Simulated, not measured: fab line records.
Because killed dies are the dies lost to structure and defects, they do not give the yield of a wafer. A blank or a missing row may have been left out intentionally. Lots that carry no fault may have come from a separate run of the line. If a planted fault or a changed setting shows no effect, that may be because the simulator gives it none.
Chamber matching || flow sky130 || SKY_VIA4_CMP_21 on cmp-01 has 4 sister chambers
The step polishes, stops on SiO2, t overpolish 25 s, target thk 0 nm. 4 wafers are shown with their chamber, then 7 later ones without.

## EACH WAFER AND ITS CHAMBER
{"wafer": "L639.5", "chamber": 0, "motor-current-A (A)": 10.3}
{"wafer": "L640.3", "chamber": 3, "motor-current-A (A)": 10.8}
{"wafer": "L643.1", "chamber": 2, "motor-current-A (A)": 10.4}
{"wafer": "L643.2", "chamber": 1, "motor-current-A (A)": 11.3}

## WAFERS WHOSE CHAMBER IS MISSING
{"wafer": "L643.5", "motor-current-A (A)": 10.4}
{"wafer": "L644.2", "motor-current-A (A)": 11.7}
{"wafer": "L644.5", "motor-current-A (A)": 10.2}
{"wafer": "L644.6", "motor-current-A (A)": 10.5}
{"wafer": "L647.2", "motor-current-A (A)": 9.8}
{"wafer": "L647.3", "motor-current-A (A)": 10.4}
{"wafer": "L647.6", "motor-current-A (A)": 9.9}

## THE CHAMBER EACH PASSED THROUGH
{"wafer": "L643.5", "from the rows above": "can't be placed: 2 or 0 or 3", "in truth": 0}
{"wafer": "L644.2", "from the rows above": "can't be placed: 1 or 3", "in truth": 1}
{"wafer": "L644.5", "from the rows above": "can't be placed: 0 or 2 or 3", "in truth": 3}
{"wafer": "L644.6", "from the rows above": "can't be placed: 2 or 0 or 3", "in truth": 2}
{"wafer": "L647.2", "from the rows above": "can't be placed: 0 or 2 or 3", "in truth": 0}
{"wafer": "L647.3", "from the rows above": "can't be placed: 2 or 0 or 3", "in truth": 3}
{"wafer": "L647.6", "from the rows above": "can't be placed: 0 or 2 or 3", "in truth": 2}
Placed correctly: 0 of 7. Not placeable from these rows: 7 (in 7, the candidates include the true chamber). Number placed wrongly: 0.
How it was worked out, from the rows above alone: a wafer's distance from a chamber is the root of the sum, over the readings, of the square of ((its reading less the chamber's mean) divided by the reading's scatter). The wafer belongs to the nearest chamber; if the next one is less than 2 further off, it can't be placed. The mean given for a chamber averages the wafers shown for that chamber. The scatter: root of mean squared gap, hidden wafer to nearest shown wafer, with one shown wafer a chamber.
